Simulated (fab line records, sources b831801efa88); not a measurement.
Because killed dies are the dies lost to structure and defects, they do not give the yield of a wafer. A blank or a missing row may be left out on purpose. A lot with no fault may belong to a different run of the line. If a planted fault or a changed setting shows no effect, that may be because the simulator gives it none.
8D (eight disciplines) problem report, filled in by code | flow sky130 | the parts of the form that need people (team, actions taken, sign-off) are left out

## 1. WHAT IS WRONG
cd nm at SKY_VT_ADJUST_HVTR_CD_MEAS_07 reads a mean of 398.4 nm on 3 wafers of 3 lots; wafers without a fault read 379.5 nm with a standard deviation of 2.3. Measured from the usual mean, that is +8.2 standard deviations.
The step: target cd 380 nm.
First observed at day 12 22:18: wafer L508.5, on cd sem-01. The record has a number at this step for 36 wafers belonging to 13 lots. The rule behind "out" and "out of limits": a value lying over 4 standard deviations away from the usual mean. Any other wafer with a number is counted as sound.

## 2. WHAT IT IS; WHAT IT IS NOT
question                    | is                     | is not
which readings at this step | cd nm                  | -
which lots                  | L508, L509, L511       | L498, L499, L502, L503, L504, L515, L516, L517, L518, L520
which wafers of those lots  | L508.5, L509.6, L511.6 | L508.3, L509.4, L511.3
read on which gauges        | cd sem-01              | cd sem-02
when                        | from day 12 22:18      | up to then (16 sound wafers); but 17 sound wafers of L509, L511, L515, L516, L517, L518, L520 came after

## 3. THE SUSPECTS, EACH WITH WHAT RULES IT OUT
Counting: a tool at a process step up to the reading stays a suspect if it ran every lot that is out. Sound lots after the first of them don't rule it out here, since some wafers of a struck lot are sound.
- the gauge at SKY_VT_ADJUST_HVTR_CD_MEAS_07: kept. All the wafers that are out were read on cd sem-01, and no step on other tools shows them out.
- litho track-01 at SKY_VT_ADJUST_HVTR_DEVELOP_06 (develop time 60 s): kept. It processed each lot that is out (first: L508, day 12 22:10); up to then, its last sound lot is L503 (day 11 03:22).
After counting, litho track-01 at SKY_VT_ADJUST_HVTR_DEVELOP_06 and cd sem-01 at SKY_VT_ADJUST_HVTR_CD_MEAS_07 remain.

## 4. THE CAUSE (what the simulator had put in)
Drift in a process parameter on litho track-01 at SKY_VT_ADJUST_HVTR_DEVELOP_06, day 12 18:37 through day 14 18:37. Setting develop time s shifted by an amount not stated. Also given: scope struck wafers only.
Counting leaves 2 suspects; this tool is one of them.

## 5. SEQUENCE OF EFFECTS, ordered by route
Each row: a reading whose mean over the struck wafers that have a number lies more than 3 standard deviations from the usual. Scope: only readings with a usual standard deviation given in the record; hours: median across lots of the time from each lot's start at the first step in this table that gives one to its start at this step; sigmas: change in usual standard deviations.
hours | step                          | reading | usual    | on struck wafers | change | sigmas
0     | SKY_VT_ADJUST_HVTR_CD_MEAS_07 | cd nm   | 379.5 nm | 398.4            | +18.9  | +8.2

## 6. WHAT WOULD HAVE CAUGHT IT SOONER
In this record the first reading out of limits at a measuring or inspecting step was taken at day 12 22:18, 4 hours after the fault began at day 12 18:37.
No tool reading at SKY_VT_ADJUST_HVTR_DEVELOP_06 that has a usual standard deviation in the record was out on any struck wafer, so an alarm limit of 4 standard deviations on those readings would not have fired.
Lots out: 3; of these, L509, L511 started SKY_VT_ADJUST_HVTR_DEVELOP_06 on litho track-01 after day 12 22:18. A hold on the tool at that time would have spared those 2.
